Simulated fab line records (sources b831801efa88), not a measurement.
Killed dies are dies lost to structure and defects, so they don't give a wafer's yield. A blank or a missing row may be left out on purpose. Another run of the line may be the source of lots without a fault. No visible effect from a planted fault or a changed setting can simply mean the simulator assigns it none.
A lot that was struck, set against a sound lot / flow sky130 / 42 steps out of a route of 708
Sound: these wafers, L654.1, L654.2, L654.4. Wafers struck: L664.1, L664.3, L664.6. Last of all comes the cause.
Per side, at each step with rows, come the tool, then ch with its chambers, and then its first start. Under that, the readings that differ: sound wafers / struck wafers / difference of the means / sigmas: that difference in standard deviations of wafers without a fault.
alike: readings with means less than 2 such deviations apart, plus words and numbers identical on both sides. not compared: withheld readings, readings lacking a value on some wafer, bounds such as >300 that could conceal the same value, and numbers that have no deviation in the record and whose values overlap.
Wherever a step has rows on one side only, a row that says differs or no value, or a row with sigmas, the two part there. Numbers that have no deviation but don't overlap get no sigmas and don't part them. Lack of a reading on every wafer of one side parts them only where that side has two or more wafers.

SKY_RES_XHIGH_TW_MEAS_09:
  sound: filmMetro-01 at day 30 15:55; struck: filmMetro-03 at day 33 10:44
  alike: RES_XHIGH_TW
then, 7 steps without rows for these wafers: SKY_SD_N_DEHYDRATE_00 (time 60 s); SKY_SD_N_HMDS_01 (prime time 60 s); SKY_SD_N_COAT_02 (resist thk 1140 nm); SKY_SD_N_SOFTBAKE_03 (time 60 s); SKY_SD_N_EXPOSE_04 (exposes mask NSDM, target cd 380 nm); SKY_SD_N_PEB_05; SKY_SD_N_DEVELOP_06 (develop time 60 s).
SKY_SD_N_CD_MEAS_07 targets a cd of 380 nm.
  sound: cdSem-02 at day 31 19:27; struck: cdSem-01 at day 34 12:58
  alike: cdNm
SKY_SD_N_OVL_MEAS_08:
  sound: overlay-02 at day 31 19:34; struck: overlay-02 at day 34 13:05
  alike: SD_N_OVL
then, 2 steps without rows for these wafers: SKY_SD_N_IMPLANT_09; SKY_SD_N_IMPLANT_10.
SKY_SD_N_STRIP_11: strips in O2/N2.
  sound on plasmaAsher-01 ch 0,1, day 31 19:54; struck on plasmaAsher-03 ch 0,1, day 34 13:25
reading=stripTimeToEndpointS (s); sound=22.54 22.53 22.52; struck=22.62 22.62 22.63; difference=+0.09; sigmas=+2
  alike: drypumpMotorCurrentA, oesProductAu
  not compared: rfHoursCounterH
SKY_SD_N_TW_MEAS_12:
  sound: filmMetro-01 at day 31 20:00; struck: filmMetro-04 at day 34 13:31
  alike: SD_N_TW
then, 1 step without rows for these wafers: SKY_SD_N_CLEAN_13 (cleans in SC1/SC2, time 150 s).
SKY_SD_N_RTA_14: time 2 s.
  sound on rtpAnneal-02 ch 0, day 31 20:07; struck on rtpAnneal-02 ch 0, day 34 13:38
  alike: chamberO2Ppm, lampPowerPct, wafer_temp_C_max
SKY_SD_N_RS_MEAS_16: measures by four-point-probe.
  sound: filmMetro-04 at day 31 20:17; struck: filmMetro-03 at day 34 13:49
  alike: SD_N_RS
SKY_SD_N_RS_MEAS_17: measures by four-point-probe.
  sound: filmMetro-04 at day 31 20:25; struck: filmMetro-03 at day 34 13:56
  alike: SD_P_RS
SKY_SD_N_RS_MEAS_18: measures by four-point-probe.
  sound: filmMetro-04 at day 31 20:32; struck: filmMetro-03 at day 34 14:03
  alike: RES_XHIGH_RS
then, 2 steps without rows for these wafers: SKY_SALICIDE_CLEAN_00 (cleans in HF-last, time 30 s); SKY_LI_CONTACT_HDPCVD_00 (deposits PSG, target thk 930 nm, time 155 s).
SKY_LI_CONTACT_THK_MEAS_01:
  sound: filmMetro-03 at day 31 20:46; struck: filmMetro-04 at day 34 14:17
  alike: LI_CONTACT_HDPCVD_THK
then, 1 step without rows for these wafers: SKY_LI_CONTACT_CMP_02 (polishes PSG).
SKY_LI_CONTACT_BOW_MEAS_03:
  sound: filmMetro-03 at day 31 21:08; struck: filmMetro-03 at day 34 14:39
  alike: LI_CONTACT_BOW
then, 8 steps without rows for these wafers: SKY_LI_CONTACT_DEHYDRATE_04 (time 60 s); SKY_LI_CONTACT_HMDS_05 (prime time 60 s); SKY_LI_CONTACT_COAT_06 (resist thk 60 nm); SKY_LI_CONTACT_COAT_07 (resist thk 450 nm); SKY_LI_CONTACT_SOFTBAKE_08 (time 90 s); SKY_LI_CONTACT_EXPOSE_09 (exposes mask LICM1, target cd 170 nm); SKY_LI_CONTACT_PEB_10; SKY_LI_CONTACT_DEVELOP_11 (develop time 60 s).
SKY_LI_CONTACT_CD_MEAS_12 targets a cd of 170 nm.
  sound: cdSem-02 at day 33 00:05; struck: cdSem-01 at day 35 17:25
  alike: cdNm
SKY_LI_CONTACT_OVL_MEAS_13:
  sound: overlay-02 at day 33 00:12; struck: overlay-01 at day 35 17:32
  alike: LI_CONTACT_OVL
then, 1 step without rows for these wafers: SKY_LI_CONTACT_ETCH_14 (etches BARC in N2/H2, stops on SiO2, time 45.9 s, target depth 60 nm).
SKY_LI_CONTACT_ETCH_15: etches PSG in C4F8/O2/Ar, stops on Si, target depth 600 nm.
  sound on rieDiel-04 ch 0,1,2, day 33 00:17; struck on rieDiel-02 ch 0,1,2, day 35 17:37
  alike: oesProductAu
SKY_LI_CONTACT_STRIP_16: strips in O2/N2.
  sound on plasmaAsher-01 ch 0,1, day 33 00:22; struck on plasmaAsher-02 ch 0, day 35 17:42
  alike: drypumpMotorCurrentA, oesProductAu, stripTimeToEndpointS
  not compared: rfHoursCounterH
then, 2 steps without rows for these wafers: SKY_LI_CONTACT_CLEAN_17 (cleans in NMP, time 600 s); SKY_LI_CONTACT_PRE_CLEAN_18 (time 5.6 s).
SKY_LI_CONTACT_SPUTTER_19: material Ti, target thk 20 nm, time 106.37 s.
  sound: pvdSputter-01 at day 33 00:40; struck: pvdSputter-02 at day 35 18:01
  alike: substrateTempC, throttleValvePct
SKY_LI_CONTACT_SPUTTER_20: material TiN, target thk 20 nm, time 80 s.
  sound: pvdSputter-01 at day 33 00:44; struck: pvdSputter-02 at day 35 18:05
  alike: throttleValvePct
-- a jump in the record: the struck wafers' starts before and after are 15 days apart (it breaks off in module LI_CONTACT and resumes in module PAD_OPEN, where the first step shown is number 708 of the route) --
SKY_PAD_OPEN_PROBE_99:
  rows exist in the record for the struck wafers here (prober-01, day 50 08:39), but not for the sound ones

== WHERE THEY PART ==
Earliest at SKY_SD_N_STRIP_11; latest, in this record, at SKY_PAD_OPEN_PROBE_99.

WHY: what the simulator had put in
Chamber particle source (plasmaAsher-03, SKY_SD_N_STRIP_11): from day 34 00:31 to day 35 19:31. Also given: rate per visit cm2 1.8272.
